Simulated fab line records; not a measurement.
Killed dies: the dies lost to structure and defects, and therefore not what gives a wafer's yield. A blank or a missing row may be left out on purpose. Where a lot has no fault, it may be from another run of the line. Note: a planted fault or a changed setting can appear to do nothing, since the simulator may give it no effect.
Problem report in the 8D (eight disciplines) form, filled by code :: flow gf180mcu :: the parts of the form that need people (team, actions taken, sign-off) are left out

## 1. WHAT IS WRONG
Wafers without a fault read 24.99 C, standard deviation 0.096; tempC at GF_SAB_WET_ETCH_12 reads a mean of 15.90 C on 6 wafers belonging to 2 lots. That puts it -95 standard deviations away from the usual mean.
The step: etches SiO2 in dHF, target depth 22 nm, time 440 s.
First observed at day 16 17:31: wafer L979.3, on wetBench-02. The record holds 42 wafers of 14 lots with a number at this step. Rule for "out" (also "out of limits"): further than 4 standard deviations from the usual mean. The other wafers with a number count as sound.

## 2. WHAT IT IS; WHAT IT IS NOT
question: which readings at this step
is: tempC, bathHeatDutyPct
is not: -

question: which lots
is: L979, L981
is not: L975, L976, L977, L978, L988, L990, L991, L993, L995, L996, L997, L998

question: which wafers of those lots
is: all that have a number
is not: -

question: read on which tools
is: wetBench-02
is not: wetBench-01, wetBench-03

question: when
is: from day 16 17:31
is not: up to then (12 sound wafers); but 24 sound wafers of L988, L990, L991, L993, L995, L996, L997, L998 came after

## 3. THE SUSPECTS, EACH WITH WHAT RULES IT OUT
Counting: a tool at any process step up to the reading remains a suspect when it ran all the lots that are out and ran no sound lot after the first of those.
- wetBench-02 at GF_SAB_WET_ETCH_12 (etches SiO2 in dHF, target depth 22 nm, time 440 s): ruled out as a lasting fault. Sound lots L988, L990, L996 ran on it after its first lot that is out, L979 (day 16 17:31).
Left after counting: nothing in the record.

## 4. THE CAUSE (what the simulator had put in)
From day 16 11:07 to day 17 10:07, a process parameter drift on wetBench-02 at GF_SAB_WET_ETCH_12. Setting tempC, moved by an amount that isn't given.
Counting ruled it out, wrongly.

## 5. SEQUENCE OF EFFECTS, ordered by route
Each row: a reading where the mean over the struck wafers with a number is more than 3 standard deviations away from the usual. Only readings whose record carries a usual standard deviation are examined. hours: median over the lots of the time between each lot's start at the first step of this table that gives one and its start at this step. sigmas: the change, counted in usual standard deviations.
hours: 0
step: GF_SAB_WET_ETCH_12
reading: bathHeatDutyPct
usual: 6.1 %
on struck wafers: 0.0
change: -6.1
sigmas: -8.7

hours: 0
step: GF_SAB_WET_ETCH_12
reading: tempC
usual: 24.99 C
on struck wafers: 15.90
change: -9.09
sigmas: -95
The process steps in it:
- GF_SAB_WET_ETCH_12: etches SiO2 in dHF, target depth 22 nm, time 440 s.
Later steps that measure or inspect, where all struck wafers having a row at the step show a number for every such reading and not one has moved that far: GF_SALICIDE_THK_MEAS_05, GF_CONTACT_THK_MEAS_01.

## 6. HOW IT WOULD HAVE BEEN CAUGHT EARLIER
First out-of-limits reading in this record: day 16 17:31, which is 6 hours after fault onset at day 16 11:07.
